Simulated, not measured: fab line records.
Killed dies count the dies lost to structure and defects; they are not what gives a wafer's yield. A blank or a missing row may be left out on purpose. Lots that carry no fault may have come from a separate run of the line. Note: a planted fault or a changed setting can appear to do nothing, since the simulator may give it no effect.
Chamber matching	flow gf180mcu	GF_V3_CMP_26 on cmp-01 has 4 sister chambers
The step polishes, stops on SiO2, t overpolish 15 s, target thk 0 nm. 18 wafers are shown with their chamber, then 9 later ones without.

WAFERS PAIRED WITH THEIR CHAMBERS
wafer	chamber	time-to-endpoint-s (s)	motor-current-A (A)	platen-rpm (rpm)
L076.1	2	83	11.7	60.05
L076.2	1	89	12.1	60.03
L076.6	2	85	12.6	59.99
L077.4	3	79	10.9	60.00
L077.5	3	78	11.8	60.00
L077.6	2	87	12.4	59.99
L078.1	3	80	11.3	60.04
L078.2	2	85	12.0	59.99
L078.3	1	85	12.7	59.95
L082.1	3	80	11.2	59.94
L082.2	0	78	12.1	59.95
L082.4	2	80	12.2	59.98
L085.4	1	83	12.5	60.04
L085.5	1	86	12.0	60.00
L085.6	2	89	12.2	59.92
L089.1	3	81	11.0	59.98
L089.2	1	86	12.4	60.02
L089.3	2	83	12.1	60.01

SIGNATURES (averages over the wafers above)
reading	chamber 0	chamber 1	chamber 2	chamber 3	scatter within a chamber
time-to-endpoint-s	78.00	85.80	84.57	79.60	2.33
motor-current-A	12.100	12.340	12.171	11.240	0.307
platen-rpm	59.9500	60.0080	59.9900	59.9920	0.0372
Rule: a wafer's distance from a chamber is the root of the sum, over the readings, of the square of ((its reading less the chamber's mean) divided by the reading's scatter). If the next closest chamber is less than 2 further off than the closest, the wafer can't be placed; otherwise it belongs to the closest. How the scatter is found: for the shown wafers, subtract from each reading the mean of its chamber, square and add these, divide the total by (wafers less chambers), then take the root.

WAFERS WHOSE CHAMBER IS MISSING
wafer	time-to-endpoint-s (s)	motor-current-A (A)	platen-rpm (rpm)
L090.2	86	11.8	60.01
L090.5	76	10.8	60.05
L090.6	82	12.4	60.01
L094.1	86	11.8	60.00
L094.2	80	11.1	59.98
L094.6	87	11.2	59.99
L095.1	82	11.0	60.05
L095.4	84	12.2	60.01
L095.6	85	12.4	59.97

THE CHAMBER EACH PASSED THROUGH
wafer	from the rows above	in truth
L090.2	can't be placed: 2 or 1 or 3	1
L090.5	3	3
L090.6	can't be placed: 2 or 1 or 0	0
L094.1	can't be placed: 2 or 1 or 3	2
L094.2	3	3
L094.6	can't be placed: 3 or 2 or 1 or 0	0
L095.1	3	3
L095.4	can't be placed: 2 or 1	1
L095.6	can't be placed: 2 or 1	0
3 of 9 placed correctly. Unplaceable from these rows: 6, with the true chamber sitting among the candidates in 5. 0 placed wrongly.
